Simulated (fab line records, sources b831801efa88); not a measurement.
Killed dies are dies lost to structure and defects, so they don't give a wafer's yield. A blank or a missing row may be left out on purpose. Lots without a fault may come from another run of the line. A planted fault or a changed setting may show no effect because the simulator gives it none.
Split-lot experiment | flow sfq_line | 5 lots, 23 wafers read, on a route of 325 steps

THE SPLIT
At SFQ_TRILAYER_I2_VIA_LITHO_COAT_067 (resist thk 650 nm), the setting spin_rpm was moved away from the recipe's 3000 rpm on 4 of the 23 wafers read, by -5.8% to +4.0%. The other wafers ran this setting at the recipe's value.

FROM THE SPLIT TO THE READING: what the file shows between them, 4 steps
- SFQ_TRILAYER_I2_VIA_LITHO_SOFTBAKE_071
- SFQ_TRILAYER_I2_VIA_LITHO_EXPOSE_068: exposes mask I2, target cd 500 nm
- SFQ_TRILAYER_I2_VIA_LITHO_DEVELOP_069: time 60 s
- SFQ_TRILAYER_I2_VIA_BARC_OPEN_VIA_ETCH_096: etches BARC in O2, target depth 125 nm, time 41.7 s

THE READING
KrF_of_TRILAYER_I2_VIA_LITHO_COAT_067.thk_nm (the simulator's own value, which no gauge read), in nm, at SFQ_TRILAYER_I2_VIA_ETCH_VIA_ETCH_070 (etches SiO2 in CHF3, stops on Nb, target depth 260 nm). The file gives no usual value for it. The 19 wafers here that ran the recipe average 528.3 nm, standard deviation 1.9 nm.

wafer  | tool, chamber at the split | spin_rpm as run, rpm | against the recipe | KrF_of_TRILAYER_I2_VIA_LITHO_COAT_067.thk_nm, nm | against lot-mates on the recipe
L077.1 | litho_track-01, 0          | 3000                 | recipe             | 525.8                                            | -
L077.2 | litho_track-01, 0          | 3000                 | recipe             | 524.1                                            | -
L077.3 | litho_track-01, 0          | 3000                 | recipe             | 529.1                                            | -
L082.1 | litho_track-01, 0          | 3000                 | recipe             | 528.6                                            | -
L082.2 | litho_track-01, 0          | 3120                 | +4.0%              | 514.7                                            | -13.1
L082.3 | litho_track-01, 0          | 3000                 | recipe             | 528.8                                            | -
L082.5 | litho_track-01, 0          | 3120                 | +4.0%              | 512.6                                            | -15.2
L082.6 | litho_track-01, 0          | 3000                 | recipe             | 525.9                                            | -
L083.1 | litho_track-01, 0          | 3000                 | recipe             | 526                                              | -
L083.2 | litho_track-01, 0          | 3000                 | recipe             | 529.9                                            | -
L083.4 | litho_track-01, 0          | 3000                 | recipe             | 527.9                                            | -
L083.5 | litho_track-01, 0          | 3000                 | recipe             | 529                                              | -
L083.6 | litho_track-01, 0          | 3000                 | recipe             | 527.3                                            | -
L084.1 | litho_track-01, 0          | 2827                 | -5.8%              | 550                                              | +21.4
L084.2 | litho_track-01, 0          | 3000                 | recipe             | 526.2                                            | -
L084.3 | litho_track-01, 0          | 2827                 | -5.8%              | 548.8                                            | +20.2
L084.4 | litho_track-01, 0          | 3000                 | recipe             | 530.1                                            | -
L084.5 | litho_track-01, 0          | 3000                 | recipe             | 529.4                                            | -
L085.1 | litho_track-03, 0          | 3000                 | recipe             | 528.4                                            | -
L085.2 | litho_track-03, 0          | 3000                 | recipe             | 531.7                                            | -
L085.3 | litho_track-03, 0          | 3000                 | recipe             | 530.5                                            | -
L085.4 | litho_track-03, 0          | 3000                 | recipe             | 530.7                                            | -
L085.5 | litho_track-03, 0          | 3000                 | recipe             | 527.9                                            | -

THE FIT
A straight line over all 23 wafers: KrF_of_TRILAYER_I2_VIA_LITHO_COAT_067.thk_nm changes by -3.66 nm for each +1% of spin_rpm; r = -0.97; the points scatter about the line by 1.9 nm.
The same after taking each lot's own level away (the mean of its wafers on the recipe; 23 wafers): -3.58 nm for each +1%; r = -0.98; scatter 1.5 nm.
On that fit, the largest move of spin_rpm shifts the reading by 21 nm.
The lots' own levels span 526.33 to 529.84 nm, that is 1.8 times the standard deviation above.
So the lot-to-lot level changes the slope little: the two slopes agree.
Check: with one of the wafers moved furthest among these (-5.8%) left out of the fit, the line predicts +20.3 nm for it against its lot-mates. It came out at +21.4 nm against them.

THE WHOLE CHAIN: every reading that the file lists as answering this split, in the file's order
step                                       | what it does                                          | reading                                                                                       | change (the file's fit)              | r (the file's)
SFQ_TRILAYER_I2_VIA_LITHO_COAT_067         | resist thk 650 nm                                     | KrF_of_TRILAYER_I2_VIA_LITHO_COAT_067.thk_nm (the simulator's own value, which no gauge read) | -3.31 nm for each +1% of the setting | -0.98
SFQ_TRILAYER_I2_VIA_BARC_OPEN_VIA_ETCH_096 | etches BARC in O2, target depth 125 nm, time 41.7 s   | KrF_of_TRILAYER_I2_VIA_LITHO_COAT_067.thk_nm (the simulator's own value, which no gauge read) | -3.47 nm for each +1% of the setting | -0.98
SFQ_TRILAYER_I2_VIA_ETCH_VIA_ETCH_070      | etches SiO2 in CHF3, stops on Nb, target depth 260 nm | KrF_of_TRILAYER_I2_VIA_LITHO_COAT_067.thk_nm (the simulator's own value, which no gauge read) | -3.58 nm for each +1% of the setting | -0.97

THE FILE'S OWN FIT
KrF_of_TRILAYER_I2_VIA_LITHO_COAT_067.thk_nm changes by -3.58 nm for each +1% of spin_rpm, r = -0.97.
